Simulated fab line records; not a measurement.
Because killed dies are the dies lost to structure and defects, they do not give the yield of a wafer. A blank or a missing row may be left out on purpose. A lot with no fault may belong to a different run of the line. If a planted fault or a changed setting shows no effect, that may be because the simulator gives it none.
Which tool was responsible? | flow sky130 | Sampling: 24 lots, 72 wafers, 4 of 708 route steps

## WHAT EACH GAUGE READ, for each wafer
SKY_VIA2_THK_MEAS_23: measures by xrf. Usual: for VIA2_W_THK the level is 407 nm and the standard deviation is 6.5.
lot  | measured     | on            | VIA2_W_THK (nm) | flag
L074 | day 36 02:40 | film metro-01 | 405 403 403     |
L075 | day 36 15:23 | film metro-01 | 410 407 408     |
L076 | day 36 22:59 | film metro-01 | 403 400 400     |
L077 | day 37 03:54 | film metro-03 | 409 410 409     |
L078 | day 37 21:52 | film metro-03 | 402 405 398     |
L079 | day 38 01:46 | film metro-01 | 403 411 403     |
L080 | day 38 05:41 | film metro-03 | 407 405 405     |
L081 | day 38 17:40 | film metro-02 | 411 414 405     |
L082 | day 38 19:27 | film metro-01 | 410 412 406     |
L083 | day 39 01:16 | film metro-01 | 412 407 399     |
L084 | day 39 17:24 | film metro-03 | 413 411 415     |
L085 | day 39 18:10 | film metro-02 | 405 407 406     |
L086 | day 40 03:28 | film metro-02 | 412 407 409     |
L087 | day 40 06:44 | film metro-01 | 402 406 409     |
L088 | day 40 10:55 | film metro-03 | 413 406 420     |
L089 | day 40 18:49 | film metro-02 | 409 405 407     |
L090 | day 41 05:11 | film metro-03 | 423 408 418     |
L091 | day 41 18:34 | film metro-03 | 418 412 415     |
L092 | day 42 03:46 | film metro-01 | 399 394 394     |
L093 | day 42 06:38 | film metro-01 | 395 396 395     |
L094 | day 42 08:32 | film metro-03 | 405 407 406     |
L095 | day 42 09:15 | film metro-02 | 407 411 414     |
L096 | day 42 14:58 | film metro-03 | 412 417 417     |
L097 | day 42 18:43 | film metro-01 | 395 397 407     |

SKY_VIA3_OVL_MEAS_13. Usual: for VIA3_OVL the level is 1 nm and the standard deviation is 6.
lot  | measured     | on         | VIA3_OVL (nm) | flag
L074 | day 39 10:23 | overlay-01 | -6 -1 -5      |
L075 | day 39 22:52 | overlay-02 | -8 -3 -1      |
L076 | day 40 04:25 | overlay-02 | 2 8 1         |
L077 | day 40 10:12 | overlay-02 | -7 -8 -7      |
L078 | day 41 01:46 | overlay-02 | -8 -2 -1      |
L079 | day 41 06:04 | overlay-01 | 0 -2 10       |
L080 | day 41 09:37 | overlay-02 | 10 2 -1       |
L081 | day 41 21:53 | overlay-01 | 4 -4 13       |
L082 | day 41 23:32 | overlay-01 | -2 13 12      |
L083 | day 42 04:53 | overlay-02 | 1 -2 -11      |
L084 | day 42 18:22 | overlay-01 | -4 1 -7       |
L085 | day 42 20:52 | overlay-02 | 6 1 3         |
L086 | day 43 06:28 | overlay-01 | 1 4 4         |
L087 | day 43 09:28 | overlay-02 | 1 -5 1        |
L088 | day 43 12:49 | overlay-02 | -4 3 7        |
L089 | day 43 20:43 | overlay-02 | 14 18 13      |
L090 | day 44 07:04 | overlay-02 | 6 8 3         |
L091 | day 44 18:39 | overlay-01 | -1 6 1        |
L092 | day 45 02:35 | overlay-02 | 8 9 0         |
L093 | day 45 05:30 | overlay-02 | -1 4 -6       |
L094 | day 45 08:01 | overlay-01 | -4 -4 2       |
L095 | day 45 08:58 | overlay-02 | -1 6 2        |
L096 | day 45 13:16 | overlay-01 | 2 4 -2        |
L097 | day 45 16:01 | overlay-02 | -2 5 -1       |

## EACH LOT AND THE TOOL THAT RAN IT (in order: tool; ch and the chambers of the sampled wafers; start)
lot  | SKY_METAL2_ETCH_18                | SKY_VIA2_ETCH_14
L074 | rie metal-04 ch 0, day 34 22:00   | rie diel-04 ch 0,3, day 36 01:30
L075 | rie metal-04 ch 0,1, day 35 11:23 | rie diel-04 ch 0,3, day 36 14:20
L076 | rie metal-02 ch 0,1, day 35 18:15 | rie diel-02 ch 0,1,3, day 36 21:57
L077 | rie metal-01 ch 1, day 36 00:15   | rie diel-03 ch 0,1,2, day 37 02:53
L078 | rie metal-04 ch 0,1, day 36 16:53 | rie diel-02 ch 0,2,3, day 37 20:50
L079 | rie metal-01 ch 0,1, day 36 22:04 | rie diel-03 ch 2,3, day 38 00:35
L080 | rie metal-01 ch 0, day 37 01:10   | rie diel-03 ch 0,1,2, day 38 04:29
L081 | rie metal-01 ch 0,1, day 37 13:50 | rie diel-03 ch 1,3, day 38 16:36
L082 | rie metal-02 ch 0,1, day 37 15:06 | rie diel-02 ch 0,1,2, day 38 18:24
L083 | rie metal-02 ch 0,1, day 37 21:14 | rie diel-02 ch 0,1,2, day 39 00:06
L084 | rie metal-02 ch 0,1, day 38 14:47 | rie diel-04 ch 0,1,3, day 39 16:23
L085 | rie metal-04 ch 0,1, day 38 15:19 | rie diel-02 ch 0,3, day 39 17:09
L086 | rie metal-02 ch 0,1, day 39 00:41 | rie diel-03 ch 0,1,2, day 40 02:27
L087 | rie metal-04 ch 0,1, day 39 04:28 | rie diel-02 ch 0,2,3, day 40 05:38
L088 | rie metal-02 ch 0,1, day 39 07:54 | rie diel-04 ch 0,3, day 40 09:53
L089 | rie metal-01 ch 1, day 39 17:13   | rie diel-04 ch 0,1,2, day 40 17:45
L090 | rie metal-01 ch 1, day 40 01:51   | rie diel-03 ch 0,1,3, day 41 04:05
L091 | rie metal-01 ch 0,1, day 40 16:34 | rie diel-04 ch 1,2,3, day 41 17:33
L092 | rie metal-04 ch 0,1, day 41 00:38 | rie diel-04 ch 1,2,3, day 42 02:45
L093 | rie metal-01 ch 0,1, day 41 03:32 | rie diel-04 ch 0,1,3, day 42 05:35
L094 | rie metal-02 ch 0, day 41 05:38   | rie diel-04 ch 2,3, day 42 07:32
L095 | rie metal-01 ch 0,1, day 41 06:29 | rie diel-02 ch 1,3, day 42 08:12
L096 | rie metal-01 ch 0,1, day 41 11:47 | rie diel-03 ch 0,1,3, day 42 13:57
L097 | rie metal-01 ch 0,1, day 41 16:22 | rie diel-02 ch 0,2,3, day 42 17:42
- SKY_METAL2_ETCH_18: etches BARC in N2/H2, stops on SiO2, time 45.9 s, target depth 60 nm.
- SKY_VIA2_ETCH_14: etches BARC in N2/H2, stops on SiO2, time 45.9 s, target depth 60 nm.

## AS READ BY THE TOOLS THEMSELVES (means over the sampled wafers that have a number; for cases with no such wafer, the mark the record gives instead)
SKY_METAL2_ETCH_18. Usual: drypump motor current A 6.2 A, standard deviation 0.36; oes product au 0.855 a.u., standard deviation 0.0051; throttle valve pct 13.225 %, standard deviation 0.0093.
lot  | tool         | drypump motor current A (A) | oes product au (a.u.) | throttle valve pct (%) | flag
L074 | rie metal-04 | 6.4                         | 0.855                 | 13.217                 |
L075 | rie metal-04 | 6.1                         | 0.857                 | 13.234                 |
L076 | rie metal-02 | 5.7                         | 0.854                 | 13.230                 |
L077 | rie metal-01 | 6.6                         | 0.858                 | 13.228                 |
L078 | rie metal-04 | 5.9                         | 0.859                 | 13.222                 |
L079 | rie metal-01 | 6.3                         | 0.851                 | 13.227                 |
L080 | rie metal-01 | 6.1                         | 0.851                 | 13.226                 |
L081 | rie metal-01 | 6.4                         | 0.854                 | 13.220                 |
L082 | rie metal-02 | 6.0                         | 0.859                 | 13.231                 |
L083 | rie metal-02 | 5.7                         | 0.852                 | 13.229                 |
L084 | rie metal-02 | 6.0                         | 0.856                 | 13.235                 |
L085 | rie metal-04 | 6.1                         | 0.857                 | 13.222                 |
L086 | rie metal-02 | 5.9                         | 0.857                 | 13.225                 |
L087 | rie metal-04 | 6.1                         | 0.857                 | 13.226                 |
L088 | rie metal-02 | 5.8                         | 0.862                 | 13.226                 |
L089 | rie metal-01 | 6.6                         | 0.854                 | 13.235                 |
L090 | rie metal-01 | 6.6                         | 0.852                 | 13.226                 |
L091 | rie metal-01 | 6.3                         | 0.852                 | 13.208                 |
L092 | rie metal-04 | 5.9                         | 0.854                 | 13.226                 |
L093 | rie metal-01 | 6.4                         | 0.855                 | 13.230                 |
L094 | rie metal-02 | 5.5                         | 0.858                 | 13.219                 |
L095 | rie metal-01 | 6.4                         | 0.856                 | 13.229                 |
L096 | rie metal-01 | 6.4                         | 0.851                 | 13.221                 |
L097 | rie metal-01 | 6.5                         | 0.857                 | 13.223                 |

SKY_VIA2_ETCH_14. Usual: drypump motor current A 5.7 A, standard deviation 0.34; oes product au 0.854 a.u., standard deviation 0.0048; throttle valve pct 13.224 %, standard deviation 0.0087.
lot  | tool        | drypump motor current A (A) | oes product au (a.u.) | throttle valve pct (%) | flag
L074 | rie diel-04 | 5.5                         | 0.855                 | 13.218                 |
L075 | rie diel-04 | 5.5                         | 0.853                 | 13.227                 |
L076 | rie diel-02 | 6.0                         | 0.858                 | 13.218                 |
L077 | rie diel-03 | 5.7                         | 0.852                 | 13.223                 |
L078 | rie diel-02 | 6.0                         | 0.857                 | 13.228                 |
L079 | rie diel-03 | 5.4                         | 0.853                 | 13.233                 |
L080 | rie diel-03 | 5.7                         | 0.857                 | 13.221                 |
L081 | rie diel-03 | 5.7                         | 0.855                 | 13.222                 |
L082 | rie diel-02 | 6.1                         | 0.849                 | 13.225                 |
L083 | rie diel-02 | 6.1                         | 0.857                 | 13.226                 |
L084 | rie diel-04 | 5.5                         | 0.859                 | 13.219                 |
L085 | rie diel-02 | 6.0                         | 0.854                 | 13.225                 |
L086 | rie diel-03 | 5.6                         | 0.856                 | 13.229                 |
L087 | rie diel-02 | 6.1                         | 0.853                 | 13.226                 |
L088 | rie diel-04 | 5.5                         | 0.850                 | 13.228                 |
L089 | rie diel-04 | 5.3                         | 0.856                 | 13.225                 |
L090 | rie diel-03 | 5.8                         | 0.851                 | 13.224                 |
L091 | rie diel-04 | 5.3                         | 0.855                 | 13.221                 |
L092 | rie diel-04 | 5.3                         | 0.852                 | 13.219                 |
L093 | rie diel-04 | 5.4                         | 0.857                 | 13.225                 |
L094 | rie diel-04 | 5.3                         | 0.858                 | 13.226                 |
L095 | rie diel-02 | 6.1                         | 0.855                 | 13.223                 |
L096 | rie diel-03 | 5.8                         | 0.857                 | 13.232                 |
L097 | rie diel-02 | 6.0                         | 0.859                 | 13.230                 |

## THE ANSWER, worked out from the rows above alone
Rule: take the mean of a lot's wafers that have a number; if it is more than 3 standard deviations from the usual mean, the lot is off. Also off: a lot with no number at a reading for which 4 or more lots have one. All remaining lots with rows at the step are treated as sound. The gauges are gone through in route order, then the tools' own readings, and for those a lot's mean is taken as printed above. The first step at which some lot is off is used, and at that step the reading that is off furthest; a lot without a number counts as furthest.
None of the lots is off at any reading shown; this tells nothing.

## WHAT THE SIMULATOR HAD PUT IN
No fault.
